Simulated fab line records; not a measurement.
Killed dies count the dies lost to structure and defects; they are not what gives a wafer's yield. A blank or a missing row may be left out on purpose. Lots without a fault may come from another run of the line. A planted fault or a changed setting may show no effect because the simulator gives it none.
8D (eight disciplines) problem report, filled in by code / flow sfq_line / the parts of the form that need people (team, actions taken, sign-off) are left out

1. THE PROBLEM
L0_MONX_KI_RS at SFQ_L0_RS_MEAS_901 reads a mean of 37.9 ohm/sq on 9 wafers of 3 lots; wafers without a fault read 43.3 ohm/sq with a standard deviation of 0.46. Measured from the usual mean, that is -12 standard deviations.
The step: measures by four-point-probe.
Earliest sighting: wafer L368.2 on film_metro-03 at day 2 13:35. The record has a number at this step for 45 wafers belonging to 15 lots. Rule for "out", or "out of limits": more than 4 standard deviations from the usual mean. The rest of the wafers with a number are treated as sound.

2. WHAT IT IS; WHAT IT IS NOT
question=which readings at this step | is=L0_MONX_KI_RS | is not=-
question=which lots | is=L368, L371, L373 | is not=L363, L364, L365, L367, L369, L370, L372, L378, L379, L383, L385, L386
question=which wafers of those lots | is=all that have a number | is not=-
question=read on which gauges | is=film_metro-02, film_metro-03, film_metro-04 | is not=-
question=when | is=from day 2 13:35 | is not=up to then (12 sound wafers); but 24 sound wafers of L369, L370, L372, L378, L379, L383, L385, L386 came after

3. THE SUSPECTS, EACH WITH WHAT RULES IT OUT
Counting: a tool stays on the suspect list if, at a process step up to the reading, it processed all lots that are out and no sound lot following the first of them.
- the gauge at SFQ_L0_RS_MEAS_901 has been ruled out. 3 gauges (film_metro-02, film_metro-03, film_metro-04) read the wafers that are out.
- pvd_sputter-03 at SFQ_TRILAYER_L0_DEP_SPUTTER_003 (material MoNx KI, target thk 40 nm, time 100 s): ruled out as a lasting fault. The sound lots L385 went through it after L368, its earliest lot that is out (day 2 13:29).
Left after counting: nothing in the record.

4. THE CAUSE (what the simulator had put in)
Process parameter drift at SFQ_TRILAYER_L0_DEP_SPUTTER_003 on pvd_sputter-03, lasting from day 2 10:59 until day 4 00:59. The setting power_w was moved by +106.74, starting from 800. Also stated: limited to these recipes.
It was ruled out by counting, in error; the rule expects a fault to strike all lots run on its tool from its start on, and this fault did not.

5. THE CHAIN OF EFFECTS, in route order
Rows list readings where the struck wafers' mean (over those with a number) sits beyond 3 standard deviations from the usual. Readings are gone through only where the record gives a usual standard deviation; hours: the median, over the lots, of the time from a lot's start at the first step in this table giving one to that lot's start at this step; sigmas: the change measured in usual standard deviations.
hours=0; step=SFQ_TRILAYER_L0_DEP_SPUTTER_003; reading=cathode_dc_power_W; usual=799.99 W; on struck wafers=906.71; change=+106.72; sigmas=+99 or more
hours=0; step=SFQ_L0_RS_MEAS_901; reading=L0_MONX_KI_RS; usual=43.3 ohm/sq; on struck wafers=37.9; change=-5.4; sigmas=-12
hours=0; step=SFQ_L0_THK_MEAS_902; reading=L0_MONX_KI_THK; usual=40.4 nm; on struck wafers=46.1; change=+5.7; sigmas=+12
hours=76; step=SFQ_TRILAYER_L0_ETCH_METAL_ETCH_008; reading=oes_product_au; usual=0.875 a.u.; on struck wafers=0.946; change=+0.071; sigmas=+9.8
It contains these process steps:
- SFQ_TRILAYER_L0_DEP_SPUTTER_003: material MoNx KI, target thk 40 nm, time 100 s.
- SFQ_TRILAYER_L0_ETCH_METAL_ETCH_008: etches MoNx KI in SF6/O2, stops on SiO2, target depth 50 nm, time 25 s.
At these later measuring or inspecting steps, every struck wafer for which the step has a row has a number for every such reading, and none has moved that far: SFQ_M3_OVL_MEAS_921.

6. WHAT WOULD HAVE CAUGHT IT SOONER
3 hours passed between the start of the fault at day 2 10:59 and the first reading out of limits at a measuring or inspecting step in this record, taken at day 2 13:35.
Tool's own readings at SFQ_TRILAYER_L0_DEP_SPUTTER_003, cathode_dc_power_W: out on all struck wafers the step has rows for; an alarm limit on them would have tripped on the first.
